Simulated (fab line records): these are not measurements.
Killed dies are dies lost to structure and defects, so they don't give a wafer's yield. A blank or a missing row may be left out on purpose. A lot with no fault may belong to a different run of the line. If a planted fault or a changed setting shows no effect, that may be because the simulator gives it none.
fab line records ; flow sky130
[record] lots = 13; wafers = 38; lastDay = 50
route steps=708 shown POLY_GATE@218 LDD_P@262 POLY_CUT@312
lots that met no fault: from a run of the same line without faults
startH: hours from the record's opening day to when the first of the lot's shown wafers began ; waitH: hours elapsed since this lot's preceding step ; " unchanged from the row above ; L1.1+2: a row that stands for several wafers ; - no value, or no start was given ; * or withheld: withheld ; < > ~ a bound
route shown NAME@n: NAME is a module with steps in the file, n the number in the route of the first one ; usual: average and standard deviation across the fault-free wafers ; same: alike in all rows ; chamber/n: place in a boat ; sites: readings site by site ; _std_site: their standard deviation ; _edge_site: mean of outer sites minus mean of inner sites ; radiusMm: for every site, how far away it sits from the centre of the wafer ; mask NAME#n: copy n ; behind: the last tool/chamber to shape the wafer ; hold: the reason the lot was held/the length of the hold in hours/how it ended ; device: transistor that didn't switch, given as n, p or np ; end of line: the tests these same wafers got at the end of their route ; where a step has no rows: the recipe by itself ; killed: count of dies lost to structure and defects at first sort (not the wafer's yield) ; map: a wafer's dies, marking killed ones x, the rest . and places with no die _
set.NAME: setting as actually run; set.NAME@STEP: the setting as run at that earlier step ; model.NAME: the simulator's own value behind a step, which no gauge read
route steps across a sampled set of lots; one table per step, one row per wafer
services: the hour from which a tool's chamber was out of use, counted from the record's first day as startH (under 0 if before that day), plus the number of hours and why
[[steps]]
[step SKY_POLY_GATE_THK_MEAS_04]
[recipe] reads = Si3N4_of_POLY_GATE_CVD_03
[usual] POLY_GATE_CVD_03_THK = 75.3/0.64
lot.wafer;tool;chamber;startH;waitH;POLY_GATE_CVD_03_THK[nm]
L798.1;filmMetro-03;-;343.38;0.0;76.1
L798.4;filmMetro-03;-;343.38;0.0;75.9
L798.5;filmMetro-03;-;343.38;0.0;76.2
L800.1;filmMetro-02;-;361.73;0.0;76.2
L800.2;filmMetro-02;-;361.73;0.0;75.3
L800.4;filmMetro-02;-;361.73;0.0;75.4
L799.3;filmMetro-03;-;361.75;0.0;75.2
L799.4;filmMetro-03;-;361.75;0.0;74.9
L799.6;filmMetro-03;-;361.75;0.0;75.1
L803.2;filmMetro-04;-;394.85;0.0;75.1
L803.4;filmMetro-04;-;394.85;0.0;75.6
L810.2;filmMetro-03;-;452.59;0.0;75.1
L810.3;filmMetro-03;-;452.59;0.0;75.0
L810.5;filmMetro-03;-;452.59;0.0;74.7
L811.1;filmMetro-03;-;466.58;0.0;75.1
L811.4;filmMetro-03;-;466.58;0.0;75.5
L811.5;filmMetro-03;-;466.58;0.0;74.8
L812.1;filmMetro-02;-;470.93;0.0;75.5
L812.5;filmMetro-02;-;470.93;0.0;74.5
L812.6;filmMetro-02;-;470.93;0.0;75.0
L813.2;filmMetro-02;-;475.53;0.0;75.2
L813.4;filmMetro-02;-;475.53;0.0;75.3
L813.6;filmMetro-02;-;475.53;0.0;76.0
L814.1;filmMetro-02;-;491.67;0.0;75.9
L814.5;filmMetro-02;-;491.67;0.0;75.4
L814.6;filmMetro-02;-;491.67;0.0;75.5
L816.2;filmMetro-03;-;508.89;0.0;74.7
L816.3;filmMetro-03;-;508.89;0.0;74.5
L816.5;filmMetro-03;-;508.89;0.0;74.4
L817.1;filmMetro-04;-;514.83;0.0;74.7
L817.3;filmMetro-04;-;514.83;0.0;75.4
L817.6;filmMetro-04;-;514.83;0.0;75.7
L818.1;filmMetro-03;-;533.38;0.0;74.9
L818.4;filmMetro-03;-;533.38;0.0;74.3
L818.5;filmMetro-03;-;533.38;0.0;74.7
L819.3;filmMetro-03;-;535.81;0.0;75.8
L819.5;filmMetro-03;-;535.81;0.0;75.6
L819.6;filmMetro-03;-;535.81;0.0;75.7
[step SKY_POLY_GATE_CD_MEAS_13]
[recipe] targetCdNm = 150
[usual] cdNm = 149.7/1.1
lot.wafer;tool;chamber;startH;waitH;cdNm
L798.1;cdSem-02;-;370.89;-;149.8
L798.4;cdSem-02;-;370.89;-;149.0
L798.5;cdSem-02;-;370.89;-;149.8
L799.3;cdSem-01;-;390.05;-;150.3
L799.4;cdSem-01;-;390.05;-;150.5
L799.6;cdSem-01;-;390.05;-;150.0
L800.1;cdSem-02;-;390.26;-;150.8
L800.2;cdSem-02;-;390.26;-;151.2
L800.4;cdSem-02;-;390.26;-;150.9
L803.2;cdSem-01;-;424.53;-;150.7
L803.4;cdSem-01;-;424.53;-;150.5
L810.2;cdSem-01;-;483.88;-;147.7
L810.3;cdSem-01;-;483.88;-;148.7
L810.5;cdSem-01;-;483.88;-;148.8
L811.1;cdSem-02;-;497.66;-;149.3
L811.4;cdSem-02;-;497.66;-;151.1
L811.5;cdSem-02;-;497.66;-;149.6
L812.1;cdSem-02;-;501.81;-;150.3
L812.5;cdSem-02;-;501.81;-;150.9
L812.6;cdSem-02;-;501.81;-;151.1
L813.2;cdSem-01;-;506.41;-;147.3
L813.4;cdSem-01;-;506.41;-;147.6
L813.6;cdSem-01;-;506.41;-;148.6
L814.1;cdSem-02;-;522.56;-;152.3
L814.5;cdSem-02;-;522.56;-;150.7
L814.6;cdSem-02;-;522.56;-;150.0
L816.2;cdSem-01;-;539.33;-;150.3
L816.3;cdSem-01;-;539.33;-;150.3
L816.5;cdSem-01;-;539.33;-;149.9
L817.1;cdSem-02;-;545.68;-;149.1
L817.3;cdSem-02;-;545.68;-;150.1
L817.6;cdSem-02;-;545.68;-;147.9
L818.1;cdSem-02;-;563.86;-;148.4
L818.4;cdSem-02;-;563.86;-;149.0
L818.5;cdSem-02;-;563.86;-;148.4
L819.3;cdSem-01;-;566.00;-;149.5
L819.5;cdSem-01;-;566.00;-;149.6
L819.6;cdSem-01;-;566.00;-;150.3
[step SKY_LDD_P_CD_MEAS_07]
[recipe] targetCdNm = 380
[usual] cdNm = 380.9/2.5
lot.wafer;tool;chamber;startH;waitH;cdNm
L798.1;cdSem-02;-;434.24;0.1;386.0
L798.4;cdSem-02;-;434.24;0.1;386.0
L798.5;cdSem-02;-;434.24;0.1;385.8
L799.3;cdSem-01;-;452.98;0.1;381.1
L799.4;cdSem-01;-;452.98;0.1;380.7
L799.6;cdSem-01;-;452.98;0.1;381.0
L800.1;cdSem-01;-;453.70;0.1;381.5
L800.2;cdSem-01;-;453.70;0.1;382.0
L800.4;cdSem-01;-;453.70;0.1;385.0
L803.2;cdSem-01;-;491.96;0.1;377.4
L803.4;cdSem-01;-;491.96;0.1;379.0
L810.2;cdSem-01;-;548.22;0.1;377.3
L810.3;cdSem-01;-;548.22;0.1;377.5
L810.5;cdSem-01;-;548.22;0.1;377.0
L811.1;cdSem-01;-;562.56;0.1;384.1
L811.4;cdSem-01;-;562.56;0.1;385.2
L811.5;cdSem-01;-;562.56;0.1;384.0
L812.1;cdSem-02;-;565.15;0.1;377.3
L812.5;cdSem-02;-;565.15;0.1;379.1
L812.6;cdSem-02;-;565.15;0.1;376.8
L813.2;cdSem-02;-;570.37;0.1;383.4
L813.4;cdSem-02;-;570.37;0.1;384.2
L813.6;cdSem-02;-;570.37;0.1;381.6
L814.1;cdSem-02;-;584.46;0.1;380.0
L814.5;cdSem-02;-;584.46;0.1;380.6
L814.6;cdSem-02;-;584.46;0.1;379.9
L816.2;cdSem-01;-;601.82;0.1;380.0
L816.3;cdSem-01;-;601.82;0.1;380.7
L816.5;cdSem-01;-;601.82;0.1;379.2
L817.1;cdSem-01;-;607.50;0.1;380.7
L817.3;cdSem-01;-;607.50;0.1;379.8
L817.6;cdSem-01;-;607.50;0.1;383.5
L818.1;cdSem-02;-;625.99;0.1;378.3
L818.4;cdSem-02;-;625.99;0.1;378.5
L818.5;cdSem-02;-;625.99;0.1;381.4
L819.3;cdSem-01;-;627.04;0.1;381.7
L819.5;cdSem-01;-;627.04;0.1;382.3
L819.6;cdSem-01;-;627.04;0.1;380.0
[step SKY_POLY_CUT_EXPOSE_05]
[recipe] maskId = NPCM; na = 0.8; sourceShape = annular; sigmaInner = 0.55; sigmaOuter = 0.85; targetCdNm = 270; doseMj = 32
lot.wafer;tool;chamber;startH;waitH;mask
L798.1+4+5;krfScanner-02;0;544.73;-;NPCM#0
L799.3+4+6;krfScanner-01;0;564.82;-;NPCM#0
L800.1+2+4;krfScanner-02;0;566.38;-;NPCM#0
L803.2+4;krfScanner-02;0;601.40;-;NPCM#0
L810.2+3+5;krfScanner-01;0;653.17;-;NPCM#0
L811.1+4+5;krfScanner-02;0;667.51;-;NPCM#0
L812.1+5+6;krfScanner-01;0;669.81;-;NPCM#0
L813.2+4+6;krfScanner-01;0;674.78;-;NPCM#0
L814.1+5+6;krfScanner-02;0;687.66;-;NPCM#0
L816.2+3+5;krfScanner-01;0;704.20;-;NPCM#0
L817.1+3+6;krfScanner-02;0;709.58;-;NPCM#0
L818.1+4+5;krfScanner-02;0;728.24;-;NPCM#0
L819.3+5+6;krfScanner-01;0;729.32;-;NPCM#0
[step SKY_POLY_CUT_CD_MEAS_08]
[recipe] targetCdNm = 270
[usual] cdNm = 269.9/1.3
lot.wafer;tool;chamber;startH;waitH;cdNm
L798.1;cdSem-01;-;559.40;-;270.2
L798.4;cdSem-01;-;559.40;-;270.3
L798.5;cdSem-01;-;559.40;-;268.8
L799.3;cdSem-01;-;579.44;-;268.8
L799.4;cdSem-01;-;579.44;-;267.9
L799.6;cdSem-01;-;579.44;-;267.4
L800.1;cdSem-02;-;580.95;-;272.4
L800.2;cdSem-02;-;580.95;-;270.1
L800.4;cdSem-02;-;580.95;-;272.1
L803.2;cdSem-01;-;615.84;-;260.8
L803.4;cdSem-01;-;615.84;-;271.0
L810.2;cdSem-02;-;667.42;-;269.9
L810.3;cdSem-02;-;667.42;-;269.8
L810.5;cdSem-02;-;667.42;-;269.2
L811.1;cdSem-02;-;681.19;-;270.8
L811.4;cdSem-02;-;681.19;-;269.3
L811.5;cdSem-02;-;681.19;-;268.8
L812.1;cdSem-02;-;683.55;-;273.0
L812.5;cdSem-02;-;683.55;-;271.5
L812.6;cdSem-02;-;683.55;-;270.2
L813.2;cdSem-01;-;688.21;-;268.9
L813.4;cdSem-01;-;688.21;-;269.8
L813.6;cdSem-01;-;688.21;-;268.6
L814.1;cdSem-01;-;702.10;-;270.7
L814.5;cdSem-01;-;702.10;-;270.9
L814.6;cdSem-01;-;702.10;-;269.6
L816.2;cdSem-02;-;717.41;-;268.7
L816.3;cdSem-02;-;717.41;-;270.2
L816.5;cdSem-02;-;717.41;-;270.5
L817.1;cdSem-01;-;723.54;-;272.3
L817.3;cdSem-01;-;723.54;-;271.9
L817.6;cdSem-01;-;723.54;-;272.0
L818.1;cdSem-01;-;741.10;-;270.6
L818.4;cdSem-01;-;741.10;-;270.5
L818.5;cdSem-01;-;741.10;-;270.3
L819.3;cdSem-02;-;742.78;-;271.3
L819.5;cdSem-02;-;742.78;-;271.0
L819.6;cdSem-02;-;742.78;-;270.3
[[services]]
tool;chamber;startH;hours;kind
krfScanner-02;-;543.01;1.3;pm
krfScanner-02;0;549.19;-;calibration
krfScanner-02;-;559.45;0.8;pm
krfScanner-01;-;567.45;1.0;pm
krfScanner-02;-;593.35;1.4;repair
krfScanner-01;-;598.73;3.8;repair
krfScanner-01;-;607.62;1.2;repair
krfScanner-01;0;612.52;-;calibration
krfScanner-01;-;616.76;1.3;pm
krfScanner-02;-;643.61;3.6;pm
krfScanner-02;-;647.16;1.0;pm
krfScanner-01;-;657.83;3.6;pm
krfScanner-01;-;661.83;0.8;pm
krfScanner-02;-;693.90;6.8;repair
krfScanner-02;-;712.45;7.6;repair
krfScanner-02;0;713.66;-;calibration
krfScanner-02;-;720.09;1.3;pm
krfScanner-02;-;728.35;0.8;pm
[[key]]
[firstSign] step = SKY_POLY_CUT_CD_MEAS_08; reading = cdNm; direction = down; sigmas = 7.2; usual = 269.9; struck = 260.8
effect none on later readings
metAt SKY_POLY_CUT_EXPOSE_05
struckLots L803
struckWafers L803.2
testerLeftOut L803
notActingAt SKY_POLY_GATE_THK_MEAS_04,SKY_POLY_GATE_CD_MEAS_13,SKY_LDD_P_CD_MEAS_07
onsetBetween 566.38 601.40
[fault] kind = processParameterDrift; tool = krfScanner-02; chamber = -; onsetH = 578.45; steps = SKY_POLY_CUT_EXPOSE_05; channel = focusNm; offset = 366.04; shape = step; endH = 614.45; scope = struckWafersOnly
// testerLeftOut: of these lots the tester's yield and bins aren't shown, on N5 and GAA mostly nor the transistor test; their killed dies are dies lost to structure and defects alone, not to doping, threshold or leakage, so they don't give the yield
